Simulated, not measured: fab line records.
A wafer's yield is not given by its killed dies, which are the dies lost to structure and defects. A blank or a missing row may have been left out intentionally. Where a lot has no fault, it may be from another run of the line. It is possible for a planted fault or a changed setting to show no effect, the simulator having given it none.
Matching of chambers ; flow sky130 ; hdpcvd-01 running SKY_LI_CONTACT_HDPCVD_00: 3 sister chambers
The step deposits PSG, target thk 930 nm, time 155 s. 3 wafers are shown with their chamber, then 9 later ones without.

WAFERS WITH THEIR CHAMBER
wafer;chamber;pressure mtorr (mTorr)
L968.3;1;5.994
L971.2;0;6.017
L971.6;2;6.002

WAFERS WITH NO CHAMBER GIVEN
wafer;pressure mtorr (mTorr)
L972.3;6.001
L972.4;5.995
L972.5;5.993
L973.3;6.001
L973.4;5.987
L973.6;6.022
L976.1;6.000
L976.2;6.005
L976.4;6.003

THE CHAMBER EACH PASSED THROUGH
wafer;from the rows above;in truth
L972.3;can't be placed: 2 or 1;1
L972.4;can't be placed: 1 or 2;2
L972.5;1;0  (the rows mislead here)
L973.3;can't be placed: 2 or 1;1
L973.4;1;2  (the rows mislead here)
L973.6;0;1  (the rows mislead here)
L976.1;can't be placed: 2 or 1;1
L976.2;2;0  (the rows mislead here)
L976.4;2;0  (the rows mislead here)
0 of 9 placed correctly. Unplaceable from these rows: 4, with the true chamber sitting among the candidates in 4. Number placed wrongly: 5.
How it was worked out, from the rows above alone: a wafer's distance from a chamber is the root of the sum, over the readings, of the square of ((its reading less the chamber's mean) divided by the reading's scatter). The wafer belongs to the nearest chamber; if the next one is less than 2 further off, it can't be placed. A chamber's mean is the mean of its shown wafers. The scatter: with one shown wafer a chamber, the root of the mean of the squares of how far each hidden wafer lies from its nearest shown one.
